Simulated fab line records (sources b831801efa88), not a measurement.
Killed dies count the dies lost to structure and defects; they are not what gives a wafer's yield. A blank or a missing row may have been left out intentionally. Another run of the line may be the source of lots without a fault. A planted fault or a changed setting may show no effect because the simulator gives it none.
fab line records | flow sky130
[record] lots = 6 wafers = 18 lastDay = 50
route steps=708 shown VIA1@473 METAL2@483 PAD_OPEN@708
lots that met no fault: from a run of the same line without faults
startH: hours from the record's opening day to when the first of the lot's shown wafers began | waitH: how many hours have passed since the lot's step before this one | " repeats the value in the row above | L1.1+2: a row that stands for several wafers | - value missing, or start not given | * or withheld: withheld | < > ~ a bound
route shown NAME@n: NAME is a module with steps in the file, n the number in the route of the first one | usual: average and standard deviation across the fault-free wafers | same: alike in all rows | chamber/n: place in a boat | sites: the reading at each site | _std_site: standard deviation of those values | _edge_site: outer sites' mean less inner sites' | radiusMm: for every site, how far away it sits from the centre of the wafer | mask NAME#n: copy n | behind: the most recent tool/chamber to have shaped the wafer | hold: why the lot was held/for how many hours/how that ended | device: transistor that didn't switch, given as n, p or np | end of line: the same wafers' tests at the end of the route | a step without rows: its recipe alone | killed: dies that structure and defects cost at the first sort, which is not the same as the wafer's yield | map: dies across one wafer; x = killed, . = not, _ = none there
set.NAME: the setting that was run; set.NAME@STEP: the one run at that earlier step | model.NAME: the simulator's own value behind a step, which no gauge read
lots at some steps of the route; a table a step, a row a wafer
services: when a tool's chamber went out of use (startH, in hours from the record's first day, below 0 if earlier), for how many hours, and the reason
[[steps]]
[step SKY_VIA1_ETCH_15]
[recipe] target = SiO2 chemistry = C4F8/O2/Ar targetDepthNm = 351 stopOn = TiN maskMaterial = KrF-thick sourceW = 1500 biasW = 1200 pressureMtorr = 40 c4f8FlowSccm = withheld O2_flow_sccm = 6 Ar_flow_sccm = 300 timeS = 54
[step SKY_VIA1_STRIP_16]
[recipe] chemistry = O2/N2 powerW = 1400 pressureMtorr = 1500 platenTempC = withheld o2FlowSccm = 3000 n2FlowSccm = 300 overashFraction = 0.5
[usual] drypumpMotorCurrentA = 5.6/0.37 oesProductAu = 0.416/0.0047 stripTimeToEndpointS = 4.460/0.018
// columns lot.wafer tool chamber startH waitH drypumpMotorCurrentA oesProductAu rfHoursCounterH stripTimeToEndpointS
L125.2 plasmaAsher-02 0 799.13 0.0 5.2 0.415 67 4.483
L125.3 " 0 " " 5.2 0.415 - 4.478
L125.4 " 1 " " 6.2 0.419 - 4.462
L127.1 plasmaAsher-02 0 815.73 0.0 5.3 0.417 69 4.459
L127.2 " 1 " " 6.1 0.406 69 4.476
L127.3 " 0 " " 5.3 0.414 - 4.464
L131.1 plasmaAsher-04 1 841.42 0.0 6.3 0.416 103 4.459
L131.2 " 0 " " 5.6 0.414 103 4.457
L131.6 " 0 " " 5.6 0.415 - 4.484
L132.2 plasmaAsher-02 0 859.82 0.0 5.2 0.416 73 4.438
L132.4 " 1 " " 6.2 0.414 - 4.440
L132.5 " 1 " " 6.2 0.411 - 4.440
L143.4 plasmaAsher-01 0 930.12 0.1 5.4 0.421 - 4.443
L143.5 " 1 " " 5.5 0.410 - 4.431
L143.6 " 0 " " 5.4 0.411 - 4.458
L147.1 plasmaAsher-01 0 954.24 0.0 5.4 0.418 51 4.469
L147.3 " 1 " " 5.5 0.423 - 4.486
L147.5 " 0 " " 5.4 0.424 - 4.485
[step SKY_VIA1_STRIP_17]
[recipe] chemistry = postEtchResidueRemover timeS = 1200 tempC = 72.5
[step SKY_VIA1_CLEAN_18]
[recipe] chemistry = IPA timeS = 180 tempC = 25
[step SKY_VIA1_CLEAN_19]
[recipe] chemistry = O3/DIW dry = n2Spin
[step SKY_VIA1_SPUTTER_20]
[recipe] material = TiN targetThkNm = 20 chamberPressurePa = 5 powerW = 4000 timeS = 80
[usual] chamberPressurePa = 4.999/0.009 throttleValvePct = 30.0/1
[same] timeS = 80
// columns lot.wafer tool chamber startH waitH chamberPressurePa throttleValvePct
L125.2 pvdSputter-03 - 799.73 0.0 4.998 30.0
L125.3 " - " " 5.019 30.2
L125.4 " - " " 5.003 30.4
L127.1 pvdSputter-03 - 816.33 0.0 5.012 30.5
L127.2 " - " " 4.982 30.1
L127.3 " - " " 5.005 30.8
L131.1 pvdSputter-04 - 842.03 0.0 5.002 30.6
L131.2 " - " " 5.005 29.6
L131.6 " - " " 5.004 30.5
L132.2 pvdSputter-04 - 860.45 0.0 4.999 30.4
L132.4 " - " " 4.999 29.8
L132.5 " - " " 5.009 29.7
L143.4 pvdSputter-02 - 930.69 0.0 4.995 27.9
L143.5 " - " " 4.980 31.4
L143.6 " - " " 5.000 27.6
L147.1 pvdSputter-03 - 954.83 0.0 5.014 30.3
L147.3 " - " " 5.012 30.0
L147.5 " - " " 5.007 30.7
[step SKY_VIA1_CVD_21]
[recipe] material = W targetThkNm = 270 timeS = 80.902 tempC = 400 pressureTorr = 40
[usual] heaterPowerW = 915/69
[same] timeS = 80.902
// columns lot.wafer tool chamber startH waitH heaterPowerW
L125.2 cvdW-02 0 799.79 0.0 930
L125.3 " 0 " " 919
L125.4 " 1 " " 859
L127.1 cvdW-02 1 819.19 2.8 865
L127.2 " 0 " " 946
L127.3 " 1 " " 876
L131.1 cvdW-02 1 842.16 0.1 857
L131.2 " 0 " " 935
L131.6 " 0 " " 926
L132.2 cvdW-01 1 860.52 0.0 1042
L132.4 " 1 " " 1027
L132.5 " 0 " " 863
L143.4 cvdW-02 0 930.78 0.1 902
L143.5 " 1 " " 844
L143.6 " 0 " " 902
L147.1 cvdW-02 1 954.89 0.0 832
L147.3 " 0 " " 905
L147.5 " 1 " " 849
[step SKY_VIA1_RS_MEAS_22]
[recipe] thkMeasGauge = four-point-probe reads = W_of_VIA1_CVD_21+TiN_of_VIA1_SPUTTER_20
[usual] VIA1_W_RS = 0.427/0.0039
// columns lot.wafer tool chamber startH waitH VIA1_W_RS[ohm/sq]
L125.2 filmMetro-02 - 799.90 0.1 0.425
L125.3 " - " " 0.430
L125.4 " - " " 0.426
L127.1 filmMetro-03 - 819.29 0.1 0.431
L127.2 " - " " 0.433
L127.3 " - " " 0.428
L131.1 filmMetro-01 - 842.25 0.1 0.426
L131.2 " - " " 0.432
L131.6 " - " " 0.428
L132.2 filmMetro-03 - 860.63 0.1 0.435
L132.4 " - " " 0.431
L132.5 " - " " 0.432
L143.4 filmMetro-01 - 930.90 0.1 0.431
L143.5 " - " " 0.428
L143.6 " - " " 0.421
L147.1 filmMetro-02 - 954.99 0.1 0.430
L147.3 " - " " 0.429
L147.5 " - " " 0.428
[step SKY_VIA1_THK_MEAS_23]
[recipe] thkMeasGauge = xrf reads = W_of_VIA1_CVD_21
[usual] VIA1_W_THK = 276/3.1
// columns lot.wafer tool chamber startH waitH VIA1_W_THK[nm]
L125.2 filmMetro-02 - 800.01 0.1 275
L125.3 " - " " 271
L125.4 " - " " 276
L127.1 filmMetro-03 - 819.41 0.1 275
L127.2 " - " " 274
L127.3 " - " " 276
L131.1 filmMetro-01 - 842.37 0.1 278
L131.2 " - " " 274
L131.6 " - " " 276
L132.2 filmMetro-03 - 860.74 0.1 272
L132.4 " - " " 276
L132.5 " - " " 273
L143.4 filmMetro-01 - 930.99 0.1 274
L143.5 " - " " 277
L143.6 " - " " 280
L147.1 filmMetro-02 - 955.11 0.1 273
L147.3 " - " " 274
L147.5 " - " " 272
[step SKY_VIA1_CMP_24]
[recipe] stopOn = SiO2 tOverpolishS = 15 downForcePsi = 3.5 platenRpm = 60 targetThkNm = 0 padVelocityMS = 0.94248
[usual] motorCurrentA = 11.1/1.3 overpolishRunS = 15.000/0.0095 timeToEndpointS = 65.1/2.7
// columns lot.wafer tool chamber startH waitH motorCurrentA overpolishRunS timeToEndpointS
L125.4 cmp-02 3 800.06 0.0 13.3 15.004 65.6
L125.3 " 0 " " 11.0 15.006 69.8
L125.2 " 2 " " 9.0 15.002 63.1
L127.2 cmp-02 1 819.55 0.1 9.8 14.987 68.2
L127.1 " 2 " " 9.6 14.985 66.5
L127.3 " 3 " " 13.7 14.990 65.9
L131.1 cmp-01 3 842.48 0.1 9.7 14.984 65.5
L131.2 " 0 " " 11.9 15.002 66.2
L131.6 " 3 " " 10.3 15.013 64.7
L132.2 cmp-01 1 860.79 0.0 12.7 15.004 64.9
L132.4 " 2 " " 10.7 15.016 60.7
L132.5 " 2 " " 11.0 15.002 60.8
L143.4 cmp-02 2 931.17 0.2 9.6 14.999 66.2
L143.5 " 3 " " 12.6 15.009 68.3
L143.6 " 0 " " 11.2 15.007 70.6
L147.1 cmp-01 0 955.17 0.1 12.4 15.001 65.3
L147.3 " 3 " " 10.0 14.997 68.1
L147.5 " 1 " " 13.0 14.994 65.3
[step SKY_METAL2_SPUTTER_00]
[recipe] material = Ti targetThkNm = 15 powerW = 3000 timeS = 10 chamberPressurePa = 0.4
[step SKY_METAL2_SPUTTER_01]
[recipe] material = TiN targetThkNm = 20 powerW = 6500 timeS = 16.7 chamberPressurePa = 0.4
[step SKY_METAL2_SPUTTER_02]
[recipe] material = AlCu targetThkNm = 250 powerW = 10600 timeS = 13.3 chamberPressurePa = 0.4
[usual] chamberPressurePa = 0.4000/0.00085 throttleValvePct = 30.1/1.2
[same] timeS = 13.3
// columns lot.wafer tool chamber startH waitH chamberPressurePa throttleValvePct model.AlCu_of_METAL2_SPUTTER_02.thkNm
L125.2 pvdSputter-01 - 800.41 0.0 0.4005 29.7 251.8
L125.3 " - " " 0.3988 32.0 253.2
L125.4 " - " " 0.4007 27.8 253
L127.1 pvdSputter-01 - 819.90 0.0 0.4003 30.1 251.1
L127.2 " - " " 0.4007 31.4 252.8
L127.3 " - " " 0.4011 32.0 250.6
L131.1 pvdSputter-01 - 842.78 0.0 0.3732 32.8 252.7
L131.2 " - " " 0.3743 31.0 252.2
L131.6 " - " " 0.3750 28.8 253.3
L132.2 pvdSputter-01 - 861.14 0.0 0.3746 33.3 253
L132.4 " - " " 0.3735 28.5 249.6
L132.5 " - " " 0.3742 28.5 248.4
L143.4 pvdSputter-04 - 931.37 0.0 0.4017 30.3 254.2
L143.5 " - " " 0.4004 30.3 254.7
L143.6 " - " " 0.3998 29.6 254
L147.1 pvdSputter-03 - 955.51 0.0 0.4009 29.9 249.8
L147.3 " - " " 0.3987 30.9 251.4
L147.5 " - " " 0.3983 30.3 249.9
[step SKY_METAL2_SPUTTER_03]
[recipe] material = Ti targetThkNm = 5 powerW = 3000 timeS = 3.3 chamberPressurePa = 0.4133
[usual] chamberPressurePa = 0.4133/0.00084 throttleValvePct = 30.1/1.2
[same] timeS = 3.3
// columns lot.wafer tool chamber startH waitH chamberPressurePa throttleValvePct
L125.2 pvdSputter-01 - 800.43 0.0 0.4141 30.2
L125.3 " - " " 0.4134 31.8
L125.4 " - " " 0.4135 27.7
L127.1 pvdSputter-01 - 819.92 0.0 0.4128 30.0
L127.2 " - " " 0.4127 31.4
L127.3 " - " " 0.4139 32.1
L131.1 pvdSputter-01 - 842.80 0.0 0.4126 31.8
L131.2 " - " " 0.4129 30.0
L131.6 " - " " 0.4120 27.9
L132.2 pvdSputter-01 - 861.16 0.0 0.4142 31.9
L132.4 " - " " 0.4140 27.5
L132.5 " - " " 0.4145 27.6
L143.4 pvdSputter-04 - 931.40 0.0 0.4129 30.1
L143.5 " - " " 0.4142 30.3
L143.6 " - " " 0.4118 29.5
L147.1 pvdSputter-03 - 955.54 0.0 0.4133 29.7
L147.3 " - " " 0.4138 30.8
L147.5 " - " " 0.4133 30.6
[step SKY_PAD_OPEN_PROBE_99]
[usual] defectLimitedYield = 82.2/1.7 killed_at_M0_to_M3 = 44/6.3 killed_at_M4_up = 3.1/2 killedAtContacts = 24/4.8 killedAtFrontEnd = 15/4.6 killedAtOther = 0.2/0.51 killedDies = 87/8.4 killedOpen = 48/6.4 killedShort = 39/5.9 sort_bin_3_pad_short = 0.9/0.41 sort_bin_5_function = 10.5/1.4 sort_bin_6_memory = 6.3/1.1 sortNPass = 405/8.4 sortYieldPct = 82.2/1.7
[same] grossDies = 492 killedAtBackSide = 0 sort_bin_4_leakage[%] = 0 sort_bin_8_speed[%] = 0
// columns lot.wafer tool chamber startH waitH defectLimitedYield[%] killed_at_M0_to_M3 killed_at_M4_up killedAtContacts killedAtFrontEnd killedAtOther killedDies killedOpen killedShort sort_bin_3_pad_short[%] sort_bin_5_function[%] sort_bin_6_memory[%] sortNPass sortYieldPct[%]
L125.2 prober-01 - 1080.91 0.1 83.1 37 0 32 13 1 83 46 37 0.2 11.2 5.5 409 83.1
L125.3 prober-01 - 1080.96 0.2 83.7 48 1 18 13 0 80 47 33 0.6 10.6 5.1 412 83.7
L125.4 prober-01 - 1081.01 0.2 79.7 50 3 32 14 1 100 53 47 1.6 12.8 5.9 392 79.7
L127.1 prober-01 - 1097.39 0.1 82.1 48 6 18 16 0 88 55 33 0.8 10.4 6.7 404 82.1
L127.2 prober-01 - 1097.44 0.1 83.7 34 7 25 14 0 80 43 37 0.8 10.4 5.1 412 83.7
L127.3 prober-01 - 1097.49 0.2 81.7 51 0 22 17 0 90 45 45 1.2 10.0 7.1 402 81.7
L131.1 prober-01 - 1112.98 0.1 80.3 43 4 28 22 0 97 57 40 1.2 11.8 6.7 395 80.3
L131.2 prober-01 - 1113.03 0.1 81.5 45 4 28 14 0 91 46 45 1.0 10.4 7.1 401 81.5
L131.6 prober-01 - 1113.23 0.2 82.9 46 4 17 17 0 84 47 37 0.6 10.6 5.9 408 82.9
L132.2 prober-02 - 1128.41 0.1 81.1 42 2 27 21 1 93 45 48 1.0 12.0 5.9 399 81.1
L132.4 prober-02 - 1128.51 0.2 81.7 51 3 22 14 0 90 50 40 1.6 10.2 6.5 402 81.7
L132.5 prober-02 - 1128.56 0.2 81.7 51 2 24 12 1 90 45 45 1.0 12.6 4.7 402 81.7
L143.4 prober-01 - 1178.80 0.2 82.5 50 3 24 8 1 86 53 33 1.4 9.3 6.7 406 82.5
L143.5 prober-01 - 1178.85 0.2 82.1 42 8 25 13 0 88 53 35 1.2 10.0 6.7 404 82.1
L143.6 prober-01 - 1178.90 0.2 82.5 49 0 22 15 0 86 51 35 0.6 10.4 6.5 406 82.5
L147.1 prober-02 - 1194.85 0.1 85.0 41 2 22 9 0 74 45 29 0.8 9.1 5.1 418 85.0
L147.3 prober-02 - 1194.95 0.2 80.1 57 2 24 15 0 98 61 37 0.8 13.2 5.9 394 80.1
L147.5 prober-02 - 1195.05 0.2 81.5 38 0 35 16 2 91 49 42 1.2 10.4 6.9 401 81.5
// killed by level:class
L125.2 CONTACT:geometricParticle:open=11 CONTACT:geometricParticle:short=10 VIA1:geometricParticle:open=7 VIA2:geometricParticle:open=6 LI_CONTACT:geometricParticle:open=5 VIA3:geometricParticle:open=4 POLY_GATE:geometricParticle:short=4 VIA1:geometricParticle:short=4
L125.3 VIA1:geometricParticle:open=12 VIA3:geometricParticle:open=8 CONTACT:geometricParticle:open=7 METAL2:geometricParticle:short=7 FIELD_ISO:geometricParticle:open=6 LI_CONTACT:geometricParticle:open=6 VIA1:geometricParticle:short=5 METAL1:geometricParticle:short=4
L125.4 METAL1:geometricParticle:short=11 CONTACT:geometricParticle:open=11 VIA1:geometricParticle:open=8 LI_CONTACT:geometricParticle:open=7 VIA2:geometricParticle:open=7 VIA3:geometricParticle:open=6 CONTACT:geometricParticle:short=6 VIA1:geometricParticle:short=6
L127.1 VIA1:geometricParticle:open=11 CONTACT:geometricParticle:open=10 VIA3:geometricParticle:open=9 METAL4:geometricParticle:short=5 FIELD_ISO:geometricParticle:short=4 VIA1:geometricParticle:short=4 VIA2:geometricParticle:open=4 FIELD_ISO:geometricParticle:open=3
L127.2 VIA1:geometricParticle:open=11 CONTACT:geometricParticle:open=9 METAL1:geometricParticle:short=6 METAL4:geometricParticle:short=6 LI_CONTACT:geometricParticle:open=5 CONTACT:geometricParticle:short=5 VIA2:geometricParticle:open=5 FIELD_ISO:geometricParticle:short=4
L127.3 VIA1:geometricParticle:open=15 FIELD_ISO:geometricParticle:short=9 VIA1:geometricParticle:short=8 LOCAL_INTERCONNECT:geometricParticle:short=7 VIA3:geometricParticle:open=7 VIA2:geometricParticle:open=5 CONTACT:geometricParticle:open=5 LI_CONTACT:geometricParticle:open=5
L131.1 LI_CONTACT:geometricParticle:open=11 VIA1:geometricParticle:open=11 POLY_GATE:geometricParticle:open=10 CONTACT:geometricParticle:open=10 METAL1:geometricParticle:short=6 FIELD_ISO:geometricParticle:open=5 METAL2:geometricParticle:short=5 VIA2:geometricParticle:short=5
L131.2 CONTACT:geometricParticle:short=9 CONTACT:geometricParticle:open=9 VIA1:geometricParticle:open=8 VIA2:geometricParticle:open=8 METAL1:geometricParticle:short=7 VIA3:geometricParticle:open=7 LI_CONTACT:geometricParticle:short=5 METAL2:geometricParticle:short=5
L131.6 VIA1:geometricParticle:open=13 CONTACT:geometricParticle:open=9 METAL2:geometricParticle:short=7 VIA2:geometricParticle:open=7 FIELD_ISO:geometricParticle:open=6 VIA1:geometricParticle:short=5 POLY_GATE:geometricParticle:short=4 VIA3:geometricParticle:open=4
L132.2 LI_CONTACT:geometricParticle:open=9 VIA1:geometricParticle:short=9 VIA1:geometricParticle:open=9 CONTACT:geometricParticle:open=6 METAL2:geometricParticle:short=5 VIA2:geometricParticle:open=5 FIELD_ISO:geometricParticle:open=4 POLY_GATE:geometricParticle:short=4
L132.4 VIA1:geometricParticle:open=16 CONTACT:geometricParticle:open=9 LI_CONTACT:geometricParticle:open=8 METAL1:geometricParticle:short=7 METAL2:geometricParticle:short=7 FIELD_ISO:geometricParticle:short=5 VIA3:geometricParticle:open=5 POLY_GATE:geometricParticle:short=4
L132.5 VIA1:geometricParticle:open=12 CONTACT:geometricParticle:open=9 VIA1:geometricParticle:short=7 VIA3:geometricParticle:open=7 CONTACT:geometricParticle:short=6 FIELD_ISO:geometricParticle:short=5 VIA2:geometricParticle:open=5 LOCAL_INTERCONNECT:geometricParticle:short=4
L143.4 METAL1:geometricParticle:short=11 VIA2:geometricParticle:open=11 CONTACT:geometricParticle:open=9 LI_CONTACT:geometricParticle:open=7 VIA1:geometricParticle:open=7 VIA3:geometricParticle:open=6 LI_CONTACT:geometricParticle:short=4 METAL1:geometricParticle:open=4
L143.5 VIA1:geometricParticle:open=14 LI_CONTACT:geometricParticle:open=10 VIA2:geometricParticle:open=8 LOCAL_INTERCONNECT:geometricParticle:short=6 METAL1:geometricParticle:short=6 CONTACT:geometricParticle:open=5 FIELD_ISO:geometricParticle:open=4 FIELD_ISO:geometricParticle:short=4
L143.6 VIA1:geometricParticle:open=15 VIA3:geometricParticle:open=8 POLY_GATE:geometricParticle:open=7 VIA2:geometricParticle:open=6 CONTACT:geometricParticle:open=5 LI_CONTACT:geometricParticle:short=5 CONTACT:geometricParticle:short=5 VIA1:geometricParticle:short=5
L147.1 CONTACT:geometricParticle:open=10 VIA2:geometricParticle:open=9 VIA1:geometricParticle:open=8 METAL2:geometricParticle:short=7 METAL1:geometricParticle:short=6 CONTACT:geometricParticle:short=5 VIA3:geometricParticle:open=4 LI_CONTACT:geometricParticle:open=4
L147.3 VIA1:geometricParticle:open=20 CONTACT:geometricParticle:open=10 VIA3:geometricParticle:open=9 VIA2:geometricParticle:open=7 VIA1:geometricParticle:short=7 LOCAL_INTERCONNECT:geometricParticle:open=5 CONTACT:geometricParticle:short=5 FIELD_ISO:geometricParticle:open=4
L147.5 CONTACT:geometricParticle:open=14 VIA1:geometricParticle:open=13 CONTACT:geometricParticle:short=8 METAL1:geometricParticle:short=6 LI_CONTACT:geometricParticle:open=5 VIA3:geometricParticle:open=5 FIELD_ISO:geometricParticle:short=4 POLY_GATE:geometricParticle:open=4
[[services]]
// columns tool chamber startH hours kind
cvdW-02 0 776.55 2.5 repair
pvdSputter-04 - 778.15 0.7 repair
cvdW-02 - 781.77 6.9 pm
pvdSputter-04 - 792.23 0.8 repair
cvdW-01 - 793.60 37.2 repair
cvdW-02 0 801.81 11.4 repair
plasmaAsher-01 - 802.48 11.0 repair
cvdW-02 - 813.32 5.5 repair
plasmaAsher-01 - 814.02 1.2 repair
pvdSputter-04 - 815.61 3.7 repair
pvdSputter-04 - 822.61 7.9 repair
cvdW-01 - 833.81 2.3 repair
cmp-02 - 856.66 0.4 repair
plasmaAsher-04 - 862.17 14.6 pm
pvdSputter-01 - 865.20 1.9 repair
cvdW-01 0 874.94 3.7 repair
pvdSputter-04 - 883.94 1.9 repair
pvdSputter-01 - 887.18 3.8 repair
cvdW-01 0 889.31 4.1 repair
cmp-02 - 893.60 2.6 repair
cvdW-02 - 904.00 14.0 pm
pvdSputter-03 - 911.61 21.2 repair
cmp-01 - 912.00 4.0 pm
pvdSputter-01 - 914.43 2.3 repair
[[key]]
[firstSign] step = SKY_METAL2_SPUTTER_02 reading = chamberPressurePa direction = down sigmas = 30 usual = 0.4000 struck = 0.3741
effect none on later readings
[modelEffect] step = SKY_METAL2_SPUTTER_02 value = AlCu_of_METAL2_SPUTTER_02.thkNm without = 248.1 struck = 251.5
metAt SKY_METAL2_SPUTTER_02
struckWafers L131.1,L131.2,L131.6,L132.2,L132.4,L132.5
onsetBetween 819.90 842.78
[fault] kind = processParameterDrift tool = pvdSputter-01 chamber = - onsetH = 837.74 steps = SKY_METAL2_SPUTTER_02 channel = chamberPressurePa offset = -0.026249 shape = step endH = 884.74 actsIn = theseRecipesOnly stated = 0.4
